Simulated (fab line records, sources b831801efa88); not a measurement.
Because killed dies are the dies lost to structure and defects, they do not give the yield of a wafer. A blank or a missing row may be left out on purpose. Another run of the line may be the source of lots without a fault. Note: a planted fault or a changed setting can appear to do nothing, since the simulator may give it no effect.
What tool caused it? -- flow sky130 -- Sampling: 14 lots, 42 wafers, 5 of 708 route steps

WHAT THE GAUGES SHOWED, per wafer
SKY_FIELD_ISO_BOW_MEAS_00. Usual: INCOMING_BOW gives 0 um (standard deviation 6.6).
lot,measured,on,INCOMING_BOW (um),flag
L290,day 1 10:01,film metro-02,0 12 -17,
L291,day 1 15:00,film metro-04,0 -8 8,
L292,day 1 20:00,film metro-02,15 12 3,
L293,day 2 01:00,film metro-02,1 2 -2,
L294,day 2 06:04,film metro-04,5 7 -2,
L296,day 2 16:00,film metro-04,-7 0 -1,
L297,day 2 21:00,film metro-04,5 -1 5,
L298,day 3 02:01,film metro-04,-2 -4 -6,
L300,day 3 12:00,film metro-03,5 -6 14,
L302,day 3 22:02,film metro-04,1 3 -3,
L305,day 4 13:01,film metro-02,-7 -2 -11,
L309,day 5 09:01,film metro-03,5 -1 -2,
L311,day 5 19:00,film metro-02,-7 5 7,
L313,day 6 05:01,film metro-04,0 -4 12,

SKY_PWDE_OVL_MEAS_07. Usual: PWDE_OVL gives 0.7 nm (standard deviation 1.4).
lot,measured,on,PWDE_OVL (nm),flag
L290,day 3 17:55,overlay-02,-2.1 -1.1 -2.1,
L291,day 4 04:50,overlay-02,0.6 -0.5 0.3,
L292,day 4 09:14,overlay-02,1.2 -0.6 -0.4,
L293,day 4 10:35,overlay-02,0.6 -0.5 -0.5,
L294,day 4 17:04,overlay-02,-2.7 -1.1 -1.0,
L296,day 5 07:53,overlay-01,0.2 2.3 0.9,
L297,day 5 11:51,overlay-01,0.8 2.0 3.3,
L298,day 5 15:49,overlay-01,2.0 1.4 2.7,
L300,day 6 04:20,overlay-01,-0.7 1.4 -1.0,
L302,day 6 12:43,overlay-01,- - -,OFF
L305,day 7 11:24,overlay-01,- - -,OFF
L309,day 8 07:31,overlay-01,0.0 0.8 -0.2,
L311,day 8 15:47,overlay-01,1.3 3.4 1.7,
L313,day 9 06:08,overlay-01,2.4 0.6 2.2,

SKY_VT_ADJUST_NCORE_CD_MEAS_07: the cd target is 380 nm. Usual: cd nm at 380.9 nm, with a standard deviation of 2.2.
lot,measured,on,cd nm (nm),flag
L290,day 8 08:44,cd sem-01,382.7 382.7 379.7,
L291,day 8 21:02,cd sem-02,378.8 376.6 378.8,
L292,day 9 03:19,cd sem-02,382.6 381.1 383.4,
L293,day 9 04:22,cd sem-02,383.1 380.9 383.3,
L294,day 9 13:06,cd sem-01,381.9 383.9 382.3,
L296,day 10 09:32,cd sem-01,381.3 378.9 383.7,
L297,day 10 12:08,cd sem-02,381.8 382.5 384.4,
L298,day 10 17:10,cd sem-01,376.9 378.2 375.0,
L300,day 11 09:25,cd sem-01,382.1 380.5 382.9,
L302,day 11 20:57,cd sem-02,378.9 379.9 379.7,
L305,day 13 01:59,cd sem-01,381.7 382.1 380.1,
L309,day 14 01:43,cd sem-02,382.5 381.2 381.9,
L311,day 14 11:08,cd sem-01,379.2 378.6 380.1,
L313,day 15 06:52,cd sem-02,378.9 381.2 378.9,

EACH LOT AND THE TOOL THAT RAN IT (in order: tool; ch and the chambers of the sampled wafers; start)
lot,SKY_PWDE_DEVELOP_06,SKY_NWELL_RTA_28
L290,"litho track-02 ch 0, day 3 17:00","rtp anneal-02 ch 0, day 5 05:01"
L291,"litho track-04 ch 0, day 4 04:00","rtp anneal-01 ch 0, day 5 15:20"
L292,"litho track-04 ch 0, day 4 09:00","rtp anneal-02 ch 0, day 5 19:56"
L293,"litho track-04 ch 0, day 4 10:00","rtp anneal-01 ch 0, day 5 22:15"
L294,"litho track-04 ch 0, day 4 16:00","rtp anneal-01 ch 0, day 6 04:32"
L296,"litho track-04 ch 0, day 5 07:00","rtp anneal-02 ch 0, day 6 21:02"
L297,"litho track-01 ch 0, day 5 11:00","rtp anneal-01 ch 0, day 7 00:47"
L298,"litho track-02 ch 0, day 5 15:00","rtp anneal-02 ch 0, day 7 05:52"
L300,"litho track-04 ch 0, day 6 04:00","rtp anneal-02 ch 0, day 7 18:50"
L302,"litho track-01 ch 0, day 6 12:00","rtp anneal-02 ch 0, day 8 04:31"
L305,"litho track-01 ch 0, day 7 11:00","rtp anneal-02 ch 0, day 9 05:54"
L309,"litho track-02 ch 0, day 8 07:00","rtp anneal-02 ch 0, day 10 02:42"
L311,"litho track-04 ch 0, day 8 15:00","rtp anneal-02 ch 0, day 10 11:20"
L313,"litho track-04 ch 0, day 9 06:00","rtp anneal-02 ch 0, day 11 03:16"
- SKY_PWDE_DEVELOP_06: develop time 60 s.
- SKY_NWELL_RTA_28: time 30 s.

AS READ BY THE TOOLS THEMSELVES (means over the sampled wafers that have a number; for cases with no such wafer, the mark the record gives instead)
SKY_NWELL_RTA_28. Usual: lamp power pct 25.31 %, standard deviation 0.059; ramp down c per s 90.001, standard deviation 0.017; wafer_temp_C_max 1055.0, standard deviation 1.1.
lot,tool,lamp power pct (%),ramp down c per s,wafer_temp_C_max,flag
L290,rtp anneal-02,25.30,90.002,1055.7,
L291,rtp anneal-01,25.30,89.980,1054.1,
L292,rtp anneal-02,25.32,90.001,1055.5,
L293,rtp anneal-01,25.30,89.999,1056.5,
L294,rtp anneal-01,25.29,89.999,1055.8,
L296,rtp anneal-02,25.27,89.996,1054.8,
L297,rtp anneal-01,25.32,89.994,1055.4,
L298,rtp anneal-02,25.27,90.000,1054.7,
L300,rtp anneal-02,25.28,89.996,1056.1,
L302,rtp anneal-02,25.34,90.010,1054.6,
L305,rtp anneal-02,25.36,89.989,1054.7,
L309,rtp anneal-02,25.35,89.999,1055.1,
L311,rtp anneal-02,25.27,89.993,1055.1,
L313,rtp anneal-02,25.33,90.003,1055.0,

THE ANSWER, worked out from the rows above alone
Rule: a lot is off if the mean of its wafers that have a number lies more than 3 standard deviations from the usual mean. Also off: a lot with no number at a reading for which 4 or more lots have one. Where the step has rows for the other lots, those lots are counted as sound. First the gauges in route order, then the tools' own readings, where a lot's mean is used as printed above. The first step at which some lot is off is used, and at that step the reading that is off furthest; a lot without a number counts as furthest.
Off: L302, L305, seen at SKY_PWDE_OVL_MEAS_07 (PWDE_OVL). Without a number there: L302, L305.
If a tool, at a process step before that reading, ran all the lots that are off and no sound lot after the first of them, it fits. Those tools and the gauges at SKY_PWDE_OVL_MEAS_07 are tried in the same way. One fits: SKY_PWDE_DEVELOP_06 on litho track-01. A fault onset in the window from L297 (day 5 11:00, its last sound lot) to L302 (day 6 12:00, its first lot off) fits.

WHAT WAS PUT IN BY THE SIMULATOR
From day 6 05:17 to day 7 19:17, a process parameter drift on litho track-01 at SKY_PWDE_DEVELOP_06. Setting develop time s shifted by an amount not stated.
Struck lots among those shown: L302, L305. Same finding as the rule above.
